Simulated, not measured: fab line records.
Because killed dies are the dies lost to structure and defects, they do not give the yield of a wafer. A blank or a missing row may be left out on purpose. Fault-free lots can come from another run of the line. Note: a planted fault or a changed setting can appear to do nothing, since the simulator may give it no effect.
Chamber matching / flow sky130 / 4 sister chambers for SKY_VIA3_ETCH_14 on rie diel-01
The step etches BARC in N2/H2, stops on SiO2, time 45.9 s, target depth 60 nm. 4 wafers are shown with their chamber, then 12 later ones without.

## WAFERS, EACH WITH ITS CHAMBER
wafer=L088.5; chamber=3; drypump motor current A (A)=5.3
wafer=L091.2; chamber=2; drypump motor current A (A)=6.5
wafer=L091.3; chamber=1; drypump motor current A (A)=5.0
wafer=L091.5; chamber=0; drypump motor current A (A)=5.9

## WAFERS WHOSE CHAMBER IS MISSING
wafer=L092.1; drypump motor current A (A)=5.3
wafer=L092.2; drypump motor current A (A)=5.1
wafer=L092.4; drypump motor current A (A)=6.5
wafer=L094.1; drypump motor current A (A)=5.1
wafer=L094.4; drypump motor current A (A)=5.9
wafer=L094.5; drypump motor current A (A)=5.0
wafer=L095.1; drypump motor current A (A)=5.0
wafer=L095.5; drypump motor current A (A)=6.5
wafer=L095.6; drypump motor current A (A)=5.3
wafer=L096.2; drypump motor current A (A)=5.4
wafer=L096.3; drypump motor current A (A)=5.9
wafer=L096.6; drypump motor current A (A)=5.0

## WHICH CHAMBER EACH ONE RAN IN
wafer=L092.1; from the rows above=3; in truth=3
wafer=L092.2; from the rows above=1; in truth=1
wafer=L092.4; from the rows above=2; in truth=2
wafer=L094.1; from the rows above=1; in truth=1
wafer=L094.4; from the rows above=0; in truth=0
wafer=L094.5; from the rows above=1; in truth=1
wafer=L095.1; from the rows above=1; in truth=1
wafer=L095.5; from the rows above=2; in truth=2
wafer=L095.6; from the rows above=3; in truth=3
wafer=L096.2; from the rows above=3; in truth=3
wafer=L096.3; from the rows above=0; in truth=0
wafer=L096.6; from the rows above=1; in truth=1
12 of 12 placed correctly. Number that these rows cannot place: 0. Placed wrongly: 0.
How it was worked out, from the rows above alone: a wafer's distance from a chamber is the root of the sum, over the readings, of the square of ((its reading less the chamber's mean) divided by the reading's scatter). The wafer belongs to the nearest chamber; if the next one is less than 2 further off, it can't be placed. Each chamber's mean is taken over the wafers shown for it. The scatter (one wafer shown for each chamber): square how far every hidden wafer sits from the nearest shown wafer, average those squares and take the square root.
